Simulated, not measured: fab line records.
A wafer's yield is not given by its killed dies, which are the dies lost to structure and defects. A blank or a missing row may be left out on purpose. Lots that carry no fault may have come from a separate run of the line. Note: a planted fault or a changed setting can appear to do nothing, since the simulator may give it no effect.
Which tool did it? ; flow sky130 ; 13 lots with 37 wafers sampled at 4 steps, on a route of 708 steps

== WHAT EACH GAUGE READ, for each wafer ==
SKY_FIELD_ISO_BOW_MEAS_00.
lot;measured;on;INCOMING_BOW (um)
L181;day 1 10:00;film metro-02;3 3 -14
L185;day 2 06:00;film metro-01;14 8 1
L186;day 2 11:00;film metro-04;7 1 0
L187;day 2 16:00;film metro-04;5 5 -5
L188;day 2 21:00;film metro-04;7 -1 -12
L189;day 3 02:00;film metro-04;7 -4 -1
L190;day 3 07:00;film metro-01;11 2 11
L191;day 3 12:01;film metro-04;14 3 -8
L193;day 3 22:02;film metro-04;-12 6
L194;day 4 03:02;film metro-01;-1 -3
L202;day 5 19:01;film metro-02;6 9 1
L203;day 6 00:02;film metro-01;-7 -7 1
L204;day 6 05:01;film metro-02;16 1 1

SKY_FIELD_ISO_THK_MEAS_02.
lot;measured;on;FIELD_ISO_OXIDATION_00_THK (nm)
L181;day 1 13:21;film metro-02;11.92 11.70 11.67
L185;day 2 07:38;film metro-01;11.97 11.82 11.96
L186;day 2 13:53;film metro-04;11.94 11.88 12.13
L187;day 2 18:09;film metro-01;12.11 12.20 12.39
L188;day 2 22:52;film metro-01;11.78 11.94 11.80
L189;day 3 04:52;film metro-02;12.01 11.87 12.13
L190;day 3 08:38;film metro-04;11.96 11.92 11.88
L191;day 3 13:38;film metro-02;11.96 12.00 11.90
L193;day 3 23:47;film metro-04;12.37 12.33
L194;day 4 05:32;film metro-02;12.12 12.22
L202;day 5 21:28;film metro-01;12.15 12.20 12.25
L203;day 6 01:40;film metro-01;12.38 12.27 12.32
L204;day 6 07:26;film metro-02;12.32 12.00 12.22

SKY_NWELL_TW_MEAS_26.
lot;measured;on;NWELL_2_TW
L181;day 5 06:39;film metro-01;500 503 500
L185;day 6 09:48;film metro-03;492 491 491
L186;day 6 14:24;film metro-03;493 489 493
L187;day 6 20:27;film metro-03;492 493 491
L188;day 7 02:54;film metro-03;495 496 496
L189;day 7 08:21;film metro-03;497 498 494
L190;day 7 12:57;film metro-03;496 499 497
L191;day 7 21:01;film metro-03;497 499 496
L193;day 8 07:32;film metro-01;472 503
L194;day 8 13:40;film metro-03;469 500
L202;day 10 12:01;film metro-01;500 499 499
L203;day 10 19:01;film metro-04;497 494 494
L204;day 11 03:04;film metro-03;496 495 497

== EACH LOT AND THE TOOL THAT RAN IT (in order: tool; ch and the chambers of the sampled wafers; start) ==
lot;SKY_NWELL_IMPLANT_24
L181;implanter-03 ch 0, day 5 06:24
L185;implanter-01 ch 0, day 6 09:33
L186;implanter-03 ch 0, day 6 14:09
L187;implanter-03 ch 0, day 6 20:12
L188;implanter-03 ch 0, day 7 02:39
L189;implanter-02 ch 0, day 7 08:06
L190;implanter-01 ch 0, day 7 12:42
L191;implanter-02 ch 0, day 7 20:46
L193;implanter-02 ch 0, day 8 07:19
L194;implanter-02 ch 0, day 8 13:27
L202;implanter-01 ch 0, day 10 11:47
L203;implanter-03 ch 0, day 10 18:48
L204;implanter-03 ch 0, day 11 02:50
- SKY_NWELL_IMPLANT_24

== AS READ BY THE TOOLS THEMSELVES (means over the sampled wafers that have a number; for cases with no such wafer, the mark the record gives instead) ==
SKY_NWELL_IMPLANT_24.
lot;tool;beam on s (s);faraday current uA
L181;implanter-03;9.90;52.5
L185;implanter-01;9.98;51.9
L186;implanter-03;9.99;52.0
L187;implanter-03;9.99;52.0
L188;implanter-03;9.84;52.8
L189;implanter-02;9.96;52.0
L190;implanter-01;10.03;51.7
L191;implanter-02;9.98;52.2
L193;implanter-02;9.06;57.8
L194;implanter-02;9.05;58.0
L202;implanter-01;10.07;51.6
L203;implanter-03;9.76;53.2
L204;implanter-03;9.83;52.7

== THE ANSWER, worked out from the rows above alone ==
Rule: the lots themselves supply what counts as usual. Put in order of their means at a reading, lots are off if they are a third of the lots or fewer, leave a main group of 4 or more, and stand apart from it by a gap of 3 or more times the standard deviation of the main group's means; of several such gaps the widest counts. If all means in a main group match to the digits the tables above print for the reading, that group is not used. Also off: a lot with no number at a reading for which 4 or more lots have one. Any other lot the step has rows for is counted as sound. The gauges are gone through in route order, then the tools' own readings, and for those a lot's mean is taken as printed above. The first step at which some lot is off is used, and at that step the reading that is off furthest; a lot without a number counts as furthest.
Off at SKY_NWELL_IMPLANT_24 (faraday current uA): L193, L194. Main group: mean 52.2, sd 0.48.
A tool fits if, at that step or a process step before it, it ran every lot that is off, and no sound lot after the first of them. One fits: SKY_NWELL_IMPLANT_24 on implanter-02. A fault onset in the window from L191 (day 7 20:46, its last sound lot) to L193 (day 8 07:19, its first lot off) fits.
The tool's own readings at SKY_NWELL_IMPLANT_24 bear it out: on the lots that are off they differ by more than 5 times the standard deviation of the sound lots' means. beam on s reads 9.05 s there against 9.94 s on the sound lots; faraday current uA reads 57.9 there against 52.2 on the sound lots.

== WHAT THE SIMULATOR HAD INSERTED ==
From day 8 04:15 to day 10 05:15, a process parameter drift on implanter-02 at SKY_NWELL_IMPLANT_24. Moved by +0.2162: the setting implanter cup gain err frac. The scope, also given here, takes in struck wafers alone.
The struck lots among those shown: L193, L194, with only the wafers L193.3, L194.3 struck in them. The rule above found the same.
